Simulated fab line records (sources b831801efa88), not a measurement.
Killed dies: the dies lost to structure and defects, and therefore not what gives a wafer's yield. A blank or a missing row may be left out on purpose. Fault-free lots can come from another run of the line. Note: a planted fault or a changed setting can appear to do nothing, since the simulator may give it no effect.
What tool caused it?	flow sky130	Sampling: 11 lots, 33 wafers, 3 of 708 route steps

== WHAT EACH GAUGE READ, for each wafer ==
SKY_CAP2M_RS_MEAS_03: uses a four-point probe to measure.
lot	measured	on	CAP2M_TIN_RS (ohm/sq)
L890	day 40 06:20	film metro-01	6.76 6.84 6.73
L891	day 40 12:46	film metro-02	6.93 6.87 6.88
L893	day 40 22:01	film metro-02	6.95 6.78 6.95
L892	day 41 01:55	film metro-01	6.88 6.88 6.94
L894	day 41 16:16	film metro-01	6.98 6.83 6.86
L895	day 41 17:10	film metro-01	6.79 6.90 6.84
L896	day 42 03:52	film metro-03	6.78 6.91 6.90
L898	day 42 10:56	film metro-02	6.88 6.96 7.01
L902	day 43 15:26	film metro-03	7.00 6.99 7.01
L909	day 45 20:41	film metro-01	6.82 6.92 6.90
L911	day 46 12:18	film metro-02	6.97 7.07 7.05

== TOOL THAT RAN EACH LOT (tool first, then ch and the chambers of the sampled wafers, then the start) ==
lot	SKY_METAL4_SPUTTER_02	SKY_METAL4_SPUTTER_04
L890	pvd sputter-01, day 40 06:02	pvd sputter-01, day 40 06:06
L891	pvd sputter-01, day 40 12:27	pvd sputter-01, day 40 12:31
L893	pvd sputter-02, day 40 21:43	pvd sputter-02, day 40 21:47
L892	pvd sputter-04, day 41 01:37	pvd sputter-04, day 41 01:41
L894	pvd sputter-02, day 41 15:58	pvd sputter-02, day 41 16:02
L895	pvd sputter-02, day 41 16:52	pvd sputter-02, day 41 16:56
L896	pvd sputter-02, day 42 03:34	pvd sputter-02, day 42 03:37
L898	pvd sputter-02, day 42 10:38	pvd sputter-02, day 42 10:41
L902	pvd sputter-02, day 43 15:08	pvd sputter-02, day 43 15:12
L909	pvd sputter-04, day 45 20:24	pvd sputter-04, day 45 20:27
L911	pvd sputter-04, day 46 11:53	pvd sputter-04, day 46 11:57
- SKY_METAL4_SPUTTER_02: material AlCu, target thk 735 nm, time 39.1 s.
- SKY_METAL4_SPUTTER_04: material TiN, target thk 70 nm, time 58.3 s.

== THE ANSWER, worked out from the rows above alone ==
Rule: the lots themselves supply what counts as usual. The widest of any qualifying gaps counts: lots, ordered by their means at a reading, are off when they make up no more than a third of the lots, leave a main group of 4 or more, and stand apart from it by 3 or more times the standard deviation of that group's means. The tables above print the reading to a certain number of digits; a main group whose means all agree to those digits is not used. A lot without any number at a reading at which 4 lots or more have one is off too. The other lots that the step has rows for count as sound.
Across all readings shown, no lot is off: no conclusion can be drawn from this.

== WHAT THE SIMULATOR HAD INSERTED ==
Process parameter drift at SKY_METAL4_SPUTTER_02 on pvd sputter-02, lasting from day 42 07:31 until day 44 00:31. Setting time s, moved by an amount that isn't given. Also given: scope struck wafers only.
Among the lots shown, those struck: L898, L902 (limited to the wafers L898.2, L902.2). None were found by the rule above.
